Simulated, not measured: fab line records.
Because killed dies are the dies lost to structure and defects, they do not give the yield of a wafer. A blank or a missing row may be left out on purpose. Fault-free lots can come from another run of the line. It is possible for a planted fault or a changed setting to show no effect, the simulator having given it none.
Chamber matching | flow sky130 | SKY_VIA2_CMP_02 on cmp-01 has 4 sister chambers
The step polishes SiO2. 8 wafers are shown with their chamber, then 7 later ones without.

WAFERS, EACH WITH ITS CHAMBER
wafer  | chamber | motor-current-A (A)
L101.2 | 0       | 12.6
L104.1 | 2       | 9.4
L104.3 | 0       | 12.1
L109.3 | 3       | 11.9
L109.4 | 1       | 12.2
L109.6 | 2       | 9.6
L111.1 | 3       | 13.1
L111.4 | 1       | 12.8

WAFERS WITH NO CHAMBER GIVEN
wafer  | motor-current-A (A)
L111.6 | 12.0
L114.1 | 9.5
L114.2 | 13.1
L114.4 | 12.7
L115.1 | 13.0
L115.3 | 12.9
L115.5 | 12.1

THE CHAMBER EACH PASSED THROUGH
wafer  | from the rows above          | in truth
L111.6 | can't be placed: 0 or 1 or 3 | 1
L114.1 | 2                            | 2
L114.2 | can't be placed: 1 or 3 or 0 | 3
L114.4 | can't be placed: 1 or 3 or 0 | 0
L115.1 | can't be placed: 1 or 3 or 0 | 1
L115.3 | can't be placed: 1 or 3 or 0 | 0
L115.5 | can't be placed: 0 or 1 or 3 | 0
Correct placement for 1 of the 7. These rows do not allow placing 6 (true chamber among the candidates in 6). Number placed wrongly: 0.
How it was worked out, from the rows above alone: a wafer's distance from a chamber is the root of the sum, over the readings, of the square of ((its reading less the chamber's mean) divided by the reading's scatter). If the next closest chamber is less than 2 further off than the closest, the wafer can't be placed; otherwise it belongs to the closest. A chamber's mean is the mean of its shown wafers. The scatter: take each reading less its chamber's mean, square it, sum over the shown wafers, divide by the number of wafers less the number of chambers, and take the root.
